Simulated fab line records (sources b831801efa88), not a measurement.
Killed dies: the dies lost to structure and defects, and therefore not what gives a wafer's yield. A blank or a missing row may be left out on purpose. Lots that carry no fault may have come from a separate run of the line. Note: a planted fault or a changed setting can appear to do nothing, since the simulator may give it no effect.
Comparing a struck lot with a sound one || flow sfq-line || 42 steps out of a route of 325
Sound: wafers L972.1, L972.3, L972.5. Wafers L960.2, L960.6 were the ones struck. The cause comes at the end.
Per side, at each step with rows, come the tool, then ch with its chambers, and then its first start. Under that, the readings that differ: sound wafers || struck wafers || difference of the means || sigmas: that difference in standard deviations of wafers without a fault.
alike: same words and numbers on both sides, and readings whose means sit less than 2 such deviations apart. not compared: any withheld reading, any reading some wafer has no value for, any bound like >300 that may hide the same value, and any number with overlapping values for which the record gives no deviation.
Wherever a step has rows on one side only, a row that says differs or no value, or a row with sigmas, the two part there. When numbers do not overlap yet have no deviation, they are printed without sigmas and do not part them. A reading missing from all wafers of one side parts the sides only when that side holds two or more wafers.

first, 6 steps without rows for these wafers: SFQ_TRILAYER_I3_VIA_LITHO_COAT_090 (resist thk 62 nm); SFQ_TRILAYER_I3_VIA_LITHO_COAT_085 (resist thk 650 nm); SFQ_TRILAYER_I3_VIA_LITHO_SOFTBAKE_089; SFQ_TRILAYER_I3_VIA_LITHO_EXPOSE_086 (exposes mask I3, target cd 500 nm); SFQ_TRILAYER_I3_VIA_LITHO_PEB_088 (peb time 60 s); SFQ_TRILAYER_I3_VIA_LITHO_DEVELOP_087 (time 60 s).
SFQ_I3_OVL_MEAS_923:
  struck on overlay-02, day 41 15:04; sound on overlay-01, day 45 02:58
  alike: I3_OVL
then, 5 steps without rows for these wafers: SFQ_TRILAYER_I3_VIA_BARC_OPEN_VIA_ETCH_121 (etches BARC in O2, target depth 125 nm, time 41.7 s); SFQ_TRILAYER_I3_VIA_ETCH_VIA_ETCH_088 (etches SiO2 in CHF3, stops on Nb, target depth 260 nm); SFQ_TRILAYER_I3_VIA_STRIP_STRIP_089 (strips in O2); SFQ_TRILAYER_I3_VIA_STRIP_SOLV_CLEAN_090 (cleans in NMP, time 600 s); SFQ_TRILAYER_M4_DEP_PRE_CLEAN_092 (time 22.5 s).
SFQ_TRILAYER_M4_DEP_SPUTTER_091: material Nb, target thk 200 nm, time 133.3 s.
  struck on pvd-sputter-06, day 41 16:04; sound on pvd-sputter-04, day 45 03:57
{"reading": "model.Nb_of_TRILAYER_M4_DEP_SPUTTER_091.thk-nm (nm)", "sound": "200.4 198.4 198.2", "struck": "170 174.2", "difference": -27, "sigmas": ""}
  alike: chamber-pressure-pa, throttle-valve-pct
SFQ_M4_RS_MEAS_924: measures by four-point-probe.
  struck on film-metro-01, day 41 16:11; sound on film-metro-03, day 45 04:02
{"reading": "M4_NB_RS (ohm/sq)", "sound": "0.890 0.897 0.898", "struck": "1.050 1.023", "difference": "+0.141", "sigmas": "+12"}
then, 6 steps without rows for these wafers: SFQ_TRILAYER_M4_LITHO_COAT_098 (resist thk 62 nm); SFQ_TRILAYER_M4_LITHO_COAT_093 (resist thk 600 nm); SFQ_TRILAYER_M4_LITHO_SOFTBAKE_097; SFQ_TRILAYER_M4_LITHO_EXPOSE_094 (exposes mask M4, target cd 500 nm); SFQ_TRILAYER_M4_LITHO_PEB_096 (peb time 60 s); SFQ_TRILAYER_M4_LITHO_DEVELOP_095 (time 60 s).
SFQ_M4_OVL_MEAS_926:
  struck on overlay-02, day 41 18:45; sound on overlay-02, day 45 20:58
  alike: M4_OVL
SFQ_TRILAYER_M4_BARC_OPEN_METAL_ETCH_123: etches BARC in O2, target depth 125 nm, time 41.7 s.
  sound on rie-metal-01 ch 0,1, day 45 20:59; struck on rie-metal-02 ch 1, day 41 18:47
  alike: drypump-motor-current-A, oes-product-au
  not compared: rf-hours-counter-h
SFQ_TRILAYER_M4_ETCH_METAL_ETCH_096: etches Nb in Cl2/Ar, stops on SiO2, target depth 240 nm, time 120 s.
  sound on rie-metal-01 ch 0,1, day 45 21:03; struck on rie-metal-02 ch 1, day 41 18:50
{"reading": "oes-product-au (a.u.)", "sound": "0.897 0.889 0.894", "struck": "0.821 0.828", "difference": -0.069, "sigmas": -9}
  alike: drypump-motor-current-A
  not compared: rf-hours-counter-h
then, 3 steps without rows for these wafers: SFQ_TRILAYER_M4_STRIP_STRIP_097 (strips in O2); SFQ_TRILAYER_M4_STRIP_SOLV_CLEAN_098 (cleans in NMP, time 600 s); SFQ_TRILAYER_I4_DEP_PECVD_099 (deposits SiO2 from SiH4/N2O, time 111.11 s, target thk 500 nm).
SFQ_TRILAYER_I4_CMP_CMP_100: polishes SiO2.
  sound on cmp-01 ch 0,1,3, day 46 06:43; struck on cmp-02 ch 1, day 42 08:16
  alike: motor-current-A, retaining-ring-pressure-frac, time-to-endpoint-s
SFQ_I4_BOW_MEAS_927:
  struck on film-metro-04, day 42 10:47; sound on film-metro-02, day 46 08:43
  alike: I4_BOW
SFQ_TRILAYER_I4_METRO_MEASURE_101:
  struck on film-metro-04, day 42 11:05; sound on film-metro-02, day 46 08:50
  alike: thk-nm
then, 6 steps without rows for these wafers: SFQ_TRILAYER_I4_VIA_LITHO_COAT_108 (resist thk 62 nm); SFQ_TRILAYER_I4_VIA_LITHO_COAT_103 (resist thk 650 nm); SFQ_TRILAYER_I4_VIA_LITHO_SOFTBAKE_107; SFQ_TRILAYER_I4_VIA_LITHO_EXPOSE_104 (exposes mask I4, target cd 700 nm); SFQ_TRILAYER_I4_VIA_LITHO_PEB_106 (peb time 60 s); SFQ_TRILAYER_I4_VIA_LITHO_DEVELOP_105 (time 60 s).
-- the record jumps here: 6 days lie between the struck wafers' starts before and after --
SFQ_I4_OVL_MEAS_928:
  struck on overlay-01, day 48 04:25; sound on overlay-02, day 50 20:55
  alike: I4_OVL
SFQ_TRILAYER_I4_VIA_BARC_OPEN_VIA_ETCH_146: etches BARC in O2, target depth 125 nm, time 41.7 s.
  sound on rie-diel-02 ch 1,2,3, day 50 20:56; struck on rie-diel-03 ch 0,1, day 48 04:26
  alike: drypump-motor-current-A, oes-product-au
  not compared: rf-hours-counter-h
then, 1 step without rows for these wafers: SFQ_TRILAYER_I4_VIA_ETCH_VIA_ETCH_106 (etches SiO2 in CHF3, stops on Nb, target depth 260 nm).
SFQ_TRILAYER_I4_VIA_STRIP_STRIP_107: strips in O2.
  sound on rie-metal-01 ch 1, day 50 21:06; struck on rie-metal-02 ch 0, day 48 04:35
  alike: drypump-motor-current-A, oes-product-au
  not compared: rf-hours-counter-h
then, 2 steps without rows for these wafers: SFQ_TRILAYER_I4_VIA_STRIP_SOLV_CLEAN_108 (cleans in NMP, time 600 s); SFQ_TRILAYER_JJ_TRILAYER_DEP_PRE_CLEAN_113 (time 22.5 s).
-- the record jumps here: 32 days lie between the struck wafers' starts before and after --
SFQ_M8_BOW_MEAS_951:
  struck on film-metro-01, day 80 06:35; sound on film-metro-04, day 85 18:19
{"reading": "model.etest.m4.ohm-um", "sound": "1.785 1.803 1.805", "struck": "2.103 2.054", "difference": "+0.281", "sigmas": ""}
{"reading": "model.etest.i3.link-ohm", "sound": "1.944 1.966 1.958", "struck": "2.158 2.143", "difference": "+0.195", "sigmas": ""}
{"reading": "model.etest.m4.ohm-sq", "sound": "0.8864 0.8956 0.8964", "struck": "1.045 1.02", "difference": "+0.140", "sigmas": ""}
{"reading": "model.etest.i4.link-ohm", "sound": "2.173 2.156 2.176", "struck": "2.329 2.306", "difference": "+0.149", "sigmas": ""}
  alike: M8_BOW

## WHERE THEY PART
Earliest at SFQ_M4_RS_MEAS_924; latest, in this record, at SFQ_TRILAYER_M4_ETCH_METAL_ETCH_096. Later steps at which nothing parts them and some readings are alike: SFQ_TRILAYER_I4_CMP_CMP_100, SFQ_I4_BOW_MEAS_927, SFQ_TRILAYER_I4_METRO_MEASURE_101, SFQ_I4_OVL_MEAS_928, SFQ_TRILAYER_I4_VIA_BARC_OPEN_VIA_ETCH_146, SFQ_TRILAYER_I4_VIA_STRIP_STRIP_107, SFQ_M8_BOW_MEAS_951.

WHY: what had been put in by the simulator
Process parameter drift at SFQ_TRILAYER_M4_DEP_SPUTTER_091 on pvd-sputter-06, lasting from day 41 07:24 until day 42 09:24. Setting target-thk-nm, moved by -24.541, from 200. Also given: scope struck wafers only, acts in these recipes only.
